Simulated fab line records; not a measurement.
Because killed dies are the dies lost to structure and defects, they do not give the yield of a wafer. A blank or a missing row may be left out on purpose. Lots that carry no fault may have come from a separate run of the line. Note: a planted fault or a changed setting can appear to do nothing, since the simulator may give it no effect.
Matching of chambers | flow sfqLine | 3 sister chambers for SFQ_TRILAYER_I6_DEP_PECVD_165 on pecvd-01
The step deposits SiO2 from SiH4/N2O, time 111.11 s, target thk 500 nm. 3 wafers are shown with their chamber, then 7 later ones without.

## WAFERS, EACH WITH ITS CHAMBER
wafer  | chamber | throttleValvePct (%)
L788.1 | 2       | 25.6
L796.2 | 0       | 24.9
L796.3 | 1       | 24.7

## WAFERS WHOSE CHAMBER IS MISSING
wafer  | throttleValvePct (%)
L796.5 | 25.1
L798.1 | 24.7
L798.5 | 24.7
L798.6 | 26.2
L803.3 | 24.7
L803.5 | 24.7
L803.6 | 26.0

## THE CHAMBER EACH PASSED THROUGH
wafer  | from the rows above          | in truth
L796.5 | can't be placed: 0 or 1 or 2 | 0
L798.1 | can't be placed: 1 or 0      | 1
L798.5 | can't be placed: 1 or 0      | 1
L798.6 | 2                            | 2
L803.3 | can't be placed: 1 or 0      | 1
L803.5 | can't be placed: 1 or 0      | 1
L803.6 | 2                            | 2
Correctly placed: 2 of 7. From these rows, 5 cannot be placed; in 5 the true chamber is one of the candidates. Wrongly placed: 0.
How it was worked out, from the rows above alone: a wafer's distance from a chamber is the root of the sum, over the readings, of the square of ((its reading less the chamber's mean) divided by the reading's scatter). If the next closest chamber is less than 2 further off than the closest, the wafer can't be placed; otherwise it belongs to the closest. The mean given for a chamber averages the wafers shown for that chamber. The scatter: root of mean squared gap, hidden wafer to nearest shown wafer, with one shown wafer a chamber.
